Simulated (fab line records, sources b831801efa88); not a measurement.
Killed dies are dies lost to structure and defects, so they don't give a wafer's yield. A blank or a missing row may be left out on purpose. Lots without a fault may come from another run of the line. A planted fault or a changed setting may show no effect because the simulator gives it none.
One fault seen from 2 desks | flow sky130 | each desk has only its own numbers; what lay behind them comes last

THE TOOL OWNER'S DESK: cmp-02
The tool's own readings at SKY_VIA4_CMP_02 (polishes SiO2): means of the sampled wafers that have a number, for each lot that ran on this tool. A lot is out of limits, marked OUT, if its mean lies more than 4 standard deviations from the usual mean; the brackets give that distance.
Columns: A = motor_current_A at SKY_VIA4_CMP_02, usual 12.4 A
lot  | first seen here | A
L741 | day 41 13:04    | 13.0
L742 | day 42 00:21    | 12.3
L747 | day 43 20:02    | 12.5
L746 | day 44 02:06    | 12.1
L753 | day 45 00:37    | 13.0
L754 | day 45 06:52    | 13.0
This desk's finding: nothing out of limits on any of the 6 lots.

THE METROLOGY DESK
What the gauges read, lot by lot, whatever tool the lot ran on: means of the sampled wafers that have a number. A lot is out of limits, marked OUT, if its mean lies more than 4 standard deviations from the usual mean; the brackets give that distance.
Columns: A = LDD_HVN_TW at SKY_LDD_HVN_TW_MEAS_10, usual 1450; B = SD_N_RS at SKY_SD_N_RS_MEAS_16, usual 68.51 ohm/sq; C = LOCAL_INTERCONNECT_TIN_RS at SKY_LOCAL_INTERCONNECT_RS_MEAS_01, usual 14.11 ohm/sq
lot  | first seen here | A    | B     | C
L741 | day 19 23:12    | 1457 | 68.49 | 14.03
L742 | day 20 12:08    | 1443 | 68.58 | 14.14
L744 | day 20 19:53    | 1452 | 68.63 | 13.99
L743 | day 20 20:33    | 1442 | 68.51 | 14.13
L745 | day 21 12:08    | 1441 | 68.51 | 14.33
L747 | day 23 03:00    | 1455 | 68.48 | 14.19
L746 | day 23 04:07    | 1451 | 68.39 | 14.01
L749 | day 23 05:57    | 1459 | 68.40 | 14.32
L752 | day 24 05:33    | 1448 | 68.48 | 14.25
L753 | day 24 10:31    | 1453 | 68.64 | 13.94
L754 | day 24 22:11    | 1453 | 68.52 | 14.02
L762 | day 27 10:53    | 1461 | 68.47 | 14.29
L763 | day 27 20:09    | 1446 | 68.54 | 13.95
This desk's finding: nothing out of limits on any of the 13 lots.

PUT TOGETHER
The tool owner's desk saw nothing out of limits.
The metrology desk saw nothing out of limits.

WHAT THE SIMULATOR HAD PUT IN
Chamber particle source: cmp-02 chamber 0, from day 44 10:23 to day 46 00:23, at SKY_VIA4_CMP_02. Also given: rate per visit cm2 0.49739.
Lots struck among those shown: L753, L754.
